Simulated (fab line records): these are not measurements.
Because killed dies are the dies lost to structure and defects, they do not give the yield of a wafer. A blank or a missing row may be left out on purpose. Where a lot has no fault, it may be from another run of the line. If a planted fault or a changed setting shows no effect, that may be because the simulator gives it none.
fab line records / flow sky130
record: lots: 14 wafers: 42 last_day: 50
route steps=708 shown SONOS_ONO@183 PAD_OPEN@708
lots untouched by any fault: they come from a run of this same line in which no faults occurred
start_h: start of the lot's first displayed wafer, in hours after the record's first day / wait_h: hours elapsed since this lot's preceding step / " same as the row above / L1.1+2: several wafers, shown together as one row / - no value, or no start given / * or withheld: withheld / < > ~ a bound
route shown NAME@n: a module of which the file shows steps, and the number in the route of the first / usual: the fault-free wafers' mean and standard deviation / same: alike in all rows / chamber/n: place in a boat / sites: each site's reading / _std_site: standard deviation of those values / _edge_site: inner sites' mean taken away from outer sites' mean / radius_mm: for every site, how far away it sits from the centre of the wafer / mask NAME#n: copy n / behind: tool/chamber where the wafer was last shaped / hold: reason for holding the lot/hours on hold/outcome of the hold / device: names the non-switching transistor (n, p or np) / end of line: the tests these same wafers got at the end of their route / a step without rows: its recipe alone / killed: the dies lost at the first sort to structure and to defects; this is not the yield of the wafer / map: per-die view of a wafer (x killed, . not killed, _ where there is no die)
set.NAME: the setting the step ran with; set.NAME@STEP: the setting that earlier step ran with / model.NAME: the simulator's own value behind a step, which no gauge read
the route's steps for a sample of lots (tables are steps, rows are wafers)
services: the hour from which a tool's chamber was out of use, counted from the record's first day as start_h (under 0 if before that day), plus the number of hours and why
== steps ==
step: SKY_SONOS_ONO_ETCH_15
recipe: target_depth_nm: 19.52 chemistry: CHF3/O2 source_w: 600 bias_w: 200 pressure_mtorr: 40 chf3_flow_sccm: 50 O2_flow_sccm: 5 time_s: 7.8
usual: drypump_motor_current_A: 5.9/0.61 oes_product_au: 1.000/0.011 rf_fwd_power_W: 588/3.4 throttle_valve_pct: 8.825/0.009
same: time_s: 7.8
lot.wafer=L397.1 tool=rie_diel-02 chamber=1 start_h=274.75 wait_h=0.0 drypump_motor_current_A=6.0 oes_product_au=1.013 rf_fwd_power_W=591 rf_hours_counter_h=6 throttle_valve_pct=8.833
lot.wafer=L397.4 tool=rie_diel-02 chamber=2 start_h=274.75 wait_h=0.0 drypump_motor_current_A=6.4 oes_product_au=0.994 rf_fwd_power_W=588 rf_hours_counter_h=6 throttle_valve_pct=8.837
lot.wafer=L397.6 tool=rie_diel-02 chamber=2 start_h=274.75 wait_h=0.0 drypump_motor_current_A=6.3 oes_product_au=0.994 rf_fwd_power_W=588 rf_hours_counter_h=- throttle_valve_pct=8.813
lot.wafer=L398.1 tool=rie_diel-03 chamber=0 start_h=283.00 wait_h=0.0 drypump_motor_current_A=5.9 oes_product_au=1.004 rf_fwd_power_W=585 rf_hours_counter_h=79 throttle_valve_pct=8.826
lot.wafer=L398.3 tool=rie_diel-03 chamber=1 start_h=283.00 wait_h=0.0 drypump_motor_current_A=5.2 oes_product_au=1.023 rf_fwd_power_W=584 rf_hours_counter_h=129 throttle_valve_pct=8.839
lot.wafer=L398.4 tool=rie_diel-03 chamber=3 start_h=283.00 wait_h=0.0 drypump_motor_current_A=6.7 oes_product_au=0.996 rf_fwd_power_W=586 rf_hours_counter_h=3 throttle_valve_pct=8.838
lot.wafer=L399.2 tool=rie_diel-02 chamber=1 start_h=296.25 wait_h=0.0 drypump_motor_current_A=6.0 oes_product_au=1.008 rf_fwd_power_W=593 rf_hours_counter_h=6 throttle_valve_pct=8.820
lot.wafer=L399.5 tool=rie_diel-02 chamber=3 start_h=296.25 wait_h=0.0 drypump_motor_current_A=5.6 oes_product_au=1.002 rf_fwd_power_W=588 rf_hours_counter_h=- throttle_valve_pct=8.832
lot.wafer=L399.6 tool=rie_diel-02 chamber=2 start_h=296.25 wait_h=0.0 drypump_motor_current_A=6.4 oes_product_au=0.994 rf_fwd_power_W=591 rf_hours_counter_h=- throttle_valve_pct=8.829
lot.wafer=L400.1 tool=rie_diel-03 chamber=2 start_h=302.85 wait_h=0.0 drypump_motor_current_A=5.2 oes_product_au=0.990 rf_fwd_power_W=591 rf_hours_counter_h=2 throttle_valve_pct=8.815
lot.wafer=L400.3 tool=rie_diel-03 chamber=3 start_h=302.85 wait_h=0.0 drypump_motor_current_A=6.7 oes_product_au=0.982 rf_fwd_power_W=589 rf_hours_counter_h=3 throttle_valve_pct=8.826
lot.wafer=L400.6 tool=rie_diel-03 chamber=3 start_h=302.85 wait_h=0.0 drypump_motor_current_A=6.7 oes_product_au=0.983 rf_fwd_power_W=590 rf_hours_counter_h=- throttle_valve_pct=8.823
lot.wafer=L401.1 tool=rie_diel-04 chamber=0 start_h=303.90 wait_h=0.0 drypump_motor_current_A=5.8 oes_product_au=1.004 rf_fwd_power_W=594 rf_hours_counter_h=75 throttle_valve_pct=8.818
lot.wafer=L401.3 tool=rie_diel-04 chamber=2 start_h=303.90 wait_h=0.0 drypump_motor_current_A=6.8 oes_product_au=0.984 rf_fwd_power_W=584 rf_hours_counter_h=- throttle_valve_pct=8.830
lot.wafer=L401.5 tool=rie_diel-04 chamber=0 start_h=303.90 wait_h=0.0 drypump_motor_current_A=5.8 oes_product_au=0.996 rf_fwd_power_W=593 rf_hours_counter_h=- throttle_valve_pct=8.826
lot.wafer=L402.2 tool=rie_diel-02 chamber=3 start_h=314.95 wait_h=0.0 drypump_motor_current_A=5.6 oes_product_au=1.012 rf_fwd_power_W=588 rf_hours_counter_h=43 throttle_valve_pct=8.818
lot.wafer=L402.3 tool=rie_diel-02 chamber=0 start_h=314.95 wait_h=0.0 drypump_motor_current_A=5.0 oes_product_au=1.001 rf_fwd_power_W=593 rf_hours_counter_h=105 throttle_valve_pct=8.829
lot.wafer=L402.4 tool=rie_diel-02 chamber=1 start_h=314.95 wait_h=0.0 drypump_motor_current_A=6.0 oes_product_au=1.013 rf_fwd_power_W=594 rf_hours_counter_h=6 throttle_valve_pct=8.845
lot.wafer=L405.2 tool=rie_diel-03 chamber=2 start_h=338.85 wait_h=0.0 drypump_motor_current_A=5.2 oes_product_au=0.996 rf_fwd_power_W=590 rf_hours_counter_h=3 throttle_valve_pct=8.822
lot.wafer=L405.4 tool=rie_diel-03 chamber=1 start_h=338.85 wait_h=0.0 drypump_motor_current_A=5.2 oes_product_au=1.009 rf_fwd_power_W=581 rf_hours_counter_h=- throttle_valve_pct=8.848
lot.wafer=L405.6 tool=rie_diel-03 chamber=3 start_h=338.85 wait_h=0.0 drypump_motor_current_A=6.7 oes_product_au=0.988 rf_fwd_power_W=588 rf_hours_counter_h=- throttle_valve_pct=8.823
lot.wafer=L406.3 tool=rie_diel-03 chamber=0 start_h=350.84 wait_h=0.0 drypump_motor_current_A=5.9 oes_product_au=0.973 rf_fwd_power_W=492 rf_hours_counter_h=81 throttle_valve_pct=8.807
lot.wafer=L406.5 tool=rie_diel-03 chamber=1 start_h=350.84 wait_h=0.0 drypump_motor_current_A=5.2 oes_product_au=0.964 rf_fwd_power_W=488 rf_hours_counter_h=- throttle_valve_pct=8.823
lot.wafer=L406.6 tool=rie_diel-03 chamber=0 start_h=350.84 wait_h=0.0 drypump_motor_current_A=5.9 oes_product_au=0.967 rf_fwd_power_W=489 rf_hours_counter_h=- throttle_valve_pct=8.825
lot.wafer=L409.2 tool=rie_diel-03 chamber=1 start_h=381.74 wait_h=0.0 drypump_motor_current_A=5.2 oes_product_au=0.947 rf_fwd_power_W=494 rf_hours_counter_h=2 throttle_valve_pct=8.821
lot.wafer=L409.3 tool=rie_diel-03 chamber=0 start_h=381.74 wait_h=0.0 drypump_motor_current_A=5.9 oes_product_au=0.968 rf_fwd_power_W=493 rf_hours_counter_h=81 throttle_valve_pct=8.801
lot.wafer=L409.5 tool=rie_diel-03 chamber=1 start_h=381.74 wait_h=0.0 drypump_motor_current_A=5.2 oes_product_au=0.968 rf_fwd_power_W=491 rf_hours_counter_h=- throttle_valve_pct=8.809
lot.wafer=L413.2 tool=rie_diel-04 chamber=2 start_h=408.84 wait_h=0.0 drypump_motor_current_A=6.8 oes_product_au=1.007 rf_fwd_power_W=584 rf_hours_counter_h=50 throttle_valve_pct=8.822
lot.wafer=L413.4 tool=rie_diel-04 chamber=3 start_h=408.84 wait_h=0.0 drypump_motor_current_A=5.1 oes_product_au=1.016 rf_fwd_power_W=585 rf_hours_counter_h=1 throttle_valve_pct=8.833
lot.wafer=L413.5 tool=rie_diel-04 chamber=1 start_h=408.84 wait_h=0.0 drypump_motor_current_A=6.8 oes_product_au=1.024 rf_fwd_power_W=585 rf_hours_counter_h=- throttle_valve_pct=8.833
lot.wafer=L416.1 tool=rie_diel-03 chamber=2 start_h=437.90 wait_h=0.0 drypump_motor_current_A=5.3 oes_product_au=0.996 rf_fwd_power_W=591 rf_hours_counter_h=4 throttle_valve_pct=8.842
lot.wafer=L416.2 tool=rie_diel-03 chamber=3 start_h=437.90 wait_h=0.0 drypump_motor_current_A=6.6 oes_product_au=0.983 rf_fwd_power_W=588 rf_hours_counter_h=6 throttle_valve_pct=8.837
lot.wafer=L416.5 tool=rie_diel-03 chamber=1 start_h=437.90 wait_h=0.0 drypump_motor_current_A=5.2 oes_product_au=1.010 rf_fwd_power_W=584 rf_hours_counter_h=- throttle_valve_pct=8.831
lot.wafer=L418.1 tool=rie_diel-03 chamber=1 start_h=457.25 wait_h=0.0 drypump_motor_current_A=5.1 oes_product_au=1.015 rf_fwd_power_W=587 rf_hours_counter_h=3 throttle_valve_pct=8.830
lot.wafer=L418.3 tool=rie_diel-03 chamber=3 start_h=457.25 wait_h=0.0 drypump_motor_current_A=6.7 oes_product_au=0.996 rf_fwd_power_W=586 rf_hours_counter_h=6 throttle_valve_pct=8.833
lot.wafer=L418.6 tool=rie_diel-03 chamber=0 start_h=457.25 wait_h=0.0 drypump_motor_current_A=5.9 oes_product_au=1.004 rf_fwd_power_W=588 rf_hours_counter_h=- throttle_valve_pct=8.824
lot.wafer=L419.1 tool=rie_diel-03 chamber=0 start_h=474.20 wait_h=0.0 drypump_motor_current_A=5.9 oes_product_au=1.002 rf_fwd_power_W=586 rf_hours_counter_h=83 throttle_valve_pct=8.824
lot.wafer=L419.2 tool=rie_diel-03 chamber=1 start_h=474.20 wait_h=0.0 drypump_motor_current_A=5.2 oes_product_au=1.002 rf_fwd_power_W=583 rf_hours_counter_h=3 throttle_valve_pct=8.827
lot.wafer=L419.4 tool=rie_diel-03 chamber=3 start_h=474.20 wait_h=0.0 drypump_motor_current_A=6.7 oes_product_au=0.979 rf_fwd_power_W=591 rf_hours_counter_h=6 throttle_valve_pct=8.813
lot.wafer=L420.1 tool=rie_diel-03 chamber=3 start_h=490.60 wait_h=0.0 drypump_motor_current_A=6.6 oes_product_au=0.988 rf_fwd_power_W=588 rf_hours_counter_h=6 throttle_valve_pct=8.827
lot.wafer=L420.2 tool=rie_diel-03 chamber=2 start_h=490.60 wait_h=0.0 drypump_motor_current_A=5.2 oes_product_au=1.001 rf_fwd_power_W=590 rf_hours_counter_h=5 throttle_valve_pct=8.830
lot.wafer=L420.4 tool=rie_diel-03 chamber=0 start_h=490.60 wait_h=0.0 drypump_motor_current_A=5.9 oes_product_au=1.007 rf_fwd_power_W=587 rf_hours_counter_h=83 throttle_valve_pct=8.830
step: SKY_PAD_OPEN_PROBE_99
usual: killed_at_M0_to_M3: 44/7.2 killed_at_M4_up: 3.4/2.1 killed_at_contacts: 24/5.5 killed_at_front_end: 15/4.6 killed_at_other: 0.4/0.64 killed_dies: 86/9.1 killed_open: 47/7.5 killed_short: 39/5.8
same: gross_dies: 492 killed_at_back_side: 0
lot.wafer=L413.2 tool=prober-01 chamber=- start_h=1163.16 wait_h=0.1 killed_at_M0_to_M3=56 killed_at_M4_up=7 killed_at_contacts=23 killed_at_front_end=14 killed_at_other=1 killed_dies=101 killed_open=55 killed_short=46
lot.wafer=L413.4 tool=prober-01 chamber=- start_h=1163.26 wait_h=0.2 killed_at_M0_to_M3=48 killed_at_M4_up=2 killed_at_contacts=23 killed_at_front_end=6 killed_at_other=0 killed_dies=79 killed_open=44 killed_short=35
lot.wafer=L413.5 tool=prober-01 chamber=- start_h=1163.31 wait_h=0.2 killed_at_M0_to_M3=36 killed_at_M4_up=3 killed_at_contacts=9 killed_at_front_end=16 killed_at_other=0 killed_dies=64 killed_open=31 killed_short=32
killed by level:class
L413.2 VIA1:geometric_particle:open=15 LI_CONTACT:geometric_particle:open=10 VIA3:geometric_particle:open=7 METAL4:geometric_particle:short=7 METAL1:geometric_particle:short=6 METAL2:geometric_particle:short=6 VIA2:geometric_particle:open=6 LOCAL_INTERCONNECT:geometric_particle:short=5
L413.4 VIA1:geometric_particle:open=11 CONTACT:geometric_particle:open=9 METAL2:geometric_particle:short=9 VIA3:geometric_particle:open=7 METAL1:geometric_particle:short=6 LI_CONTACT:geometric_particle:open=5 LOCAL_INTERCONNECT:geometric_particle:short=5 VIA2:geometric_particle:open=4
L413.5 VIA2:geometric_particle:open=6 VIA1:geometric_particle:open=6 VIA1:geometric_particle:short=6 CONTACT:geometric_particle:open=5 FIELD_ISO:geometric_particle:short=4 POLY_GATE:geometric_particle:short=4 VIA3:geometric_particle:open=4 METAL1:geometric_particle:short=4
== services ==
tool=rie_diel-02 chamber=- start_h=261.10 hours=0.7 kind=repair
tool=rie_diel-03 chamber=2 start_h=264.34 hours=2.4 kind=repair
tool=rie_diel-03 chamber=2 start_h=266.78 hours=4.0 kind=repair
tool=rie_diel-04 chamber=3 start_h=293.58 hours=- kind=clean
tool=rie_diel-04 chamber=3 start_h=293.58 hours=28.3 kind=scheduled_down
tool=rie_diel-04 chamber=3 start_h=293.58 hours=28.3 kind=vent_cycle
tool=rie_diel-03 chamber=1 start_h=295.22 hours=- kind=clean
tool=rie_diel-03 chamber=1 start_h=295.22 hours=17.9 kind=scheduled_down
tool=rie_diel-03 chamber=1 start_h=295.22 hours=17.9 kind=vent_cycle
tool=rie_diel-04 chamber=1 start_h=296.55 hours=22.2 kind=repair
tool=rie_diel-03 chamber=0 start_h=304.99 hours=3.6 kind=repair
tool=rie_diel-04 chamber=2 start_h=314.41 hours=2.6 kind=repair
tool=rie_diel-04 chamber=- start_h=328.94 hours=28.1 kind=pm
tool=rie_diel-03 chamber=0 start_h=331.04 hours=9.0 kind=repair
tool=rie_diel-04 chamber=- start_h=357.04 hours=2.8 kind=pm
tool=rie_diel-04 chamber=1 start_h=359.76 hours=9.7 kind=repair
tool=rie_diel-04 chamber=- start_h=383.64 hours=0.4 kind=repair
tool=rie_diel-02 chamber=0 start_h=406.99 hours=- kind=clean
tool=rie_diel-02 chamber=0 start_h=406.99 hours=20.8 kind=scheduled_down
tool=rie_diel-02 chamber=0 start_h=406.99 hours=20.8 kind=vent_cycle
tool=rie_diel-04 chamber=1 start_h=414.77 hours=- kind=clean
tool=rie_diel-04 chamber=1 start_h=414.77 hours=19.0 kind=scheduled_down
tool=rie_diel-02 chamber=2 start_h=444.57 hours=11.0 kind=repair
tool=rie_diel-04 chamber=2 start_h=473.85 hours=4.6 kind=repair
== key ==
first_sign: step: SKY_SONOS_ONO_ETCH_15 reading: rf_fwd_power_W direction: down sigmas: 29 usual: 588 struck: 491
effect: step: SKY_SONOS_ONO_ETCH_15 reading: oes_product_au direction: down sigmas: 3.3 usual: 1.000 struck: 0.964
met_at SKY_SONOS_ONO_ETCH_15
struck_lots L406,L409
tester_left_out L406,L409
onset_between 338.85 350.84
fault: kind: process_parameter_drift tool: rie_diel-03 chamber: - onset_h: 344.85 steps: SKY_SONOS_ONO_ETCH_15 channel: source_w offset: -96 shape: step end_h: 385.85 acts_in: these_recipes_only stated: 600
tester_left_out: of these lots the tester's yield and bins aren't shown, on N5 and GAA mostly nor the transistor test; their killed dies are dies lost to structure and defects alone, not to doping, threshold or leakage, so they don't give the yield
